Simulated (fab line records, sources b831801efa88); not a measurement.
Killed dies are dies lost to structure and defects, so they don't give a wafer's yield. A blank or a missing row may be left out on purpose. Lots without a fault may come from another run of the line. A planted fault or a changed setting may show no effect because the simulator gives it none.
One fault seen from 2 desks | flow sfq_line | each desk has only its own numbers; what lay behind them comes last

THE TOOL OWNER'S DESK: pvd_sputter-04
The tool's own readings at SFQ_TRILAYER_M0_DEP_SPUTTER_019 (material Nb, target thk 200 nm, time 133.3 s): means of the sampled wafers that have a number, for each lot that ran on this tool. A lot is out of limits, marked OUT, if its mean lies more than 4 standard deviations from the usual mean; the brackets give that distance.
Columns: A = chamber_pressure_pa at SFQ_TRILAYER_M0_DEP_SPUTTER_019, usual 0.13328 Pa; B = throttle_valve_pct at SFQ_TRILAYER_M0_DEP_SPUTTER_019, usual 29.7 %
lot  | first seen here | A       | B
L534 | day 8 09:28     | 0.13355 | 30.2
L543 | day 10 15:32    | 0.13351 | 30.1
L544 | day 10 22:44    | 0.13340 | 30.2
L545 | day 11 07:08    | 0.13324 | 30.1
L548 | day 12 10:52    | 0.13316 | 30.5
This desk's finding: nothing out of limits on any of the 5 lots.

THE METROLOGY DESK
What the gauges read, lot by lot, whatever tool the lot ran on: means of the sampled wafers that have a number. A lot is out of limits, marked OUT, if its mean lies more than 4 standard deviations from the usual mean; the brackets give that distance.
Columns: A = M0_NB_RS at SFQ_M0_RS_MEAS_904, usual 0.892 ohm/sq
lot  | first seen here | A
L532 | day 7 19:22     | 0.885
L533 | day 8 01:10     | 0.891
L534 | day 8 09:35     | 0.886
L535 | day 8 23:30     | 0.905
L537 | day 9 11:55     | 0.888
L538 | day 9 16:43     | 0.893
L540 | day 10 02:22    | 0.874
L542 | day 10 12:02    | 0.900
L543 | day 10 15:37    | 0.909
L544 | day 10 22:52    | 0.893
L545 | day 11 07:13    | 0.905
L548 | day 12 10:57    | 0.900
L552 | day 13 12:55    | 0.897
L554 | day 14 03:19    | 0.877
This desk's finding: nothing out of limits on any of the 14 lots.

PUT TOGETHER
The tool owner's desk saw nothing out of limits.
The metrology desk saw nothing out of limits.

WHAT THE SIMULATOR HAD PUT IN
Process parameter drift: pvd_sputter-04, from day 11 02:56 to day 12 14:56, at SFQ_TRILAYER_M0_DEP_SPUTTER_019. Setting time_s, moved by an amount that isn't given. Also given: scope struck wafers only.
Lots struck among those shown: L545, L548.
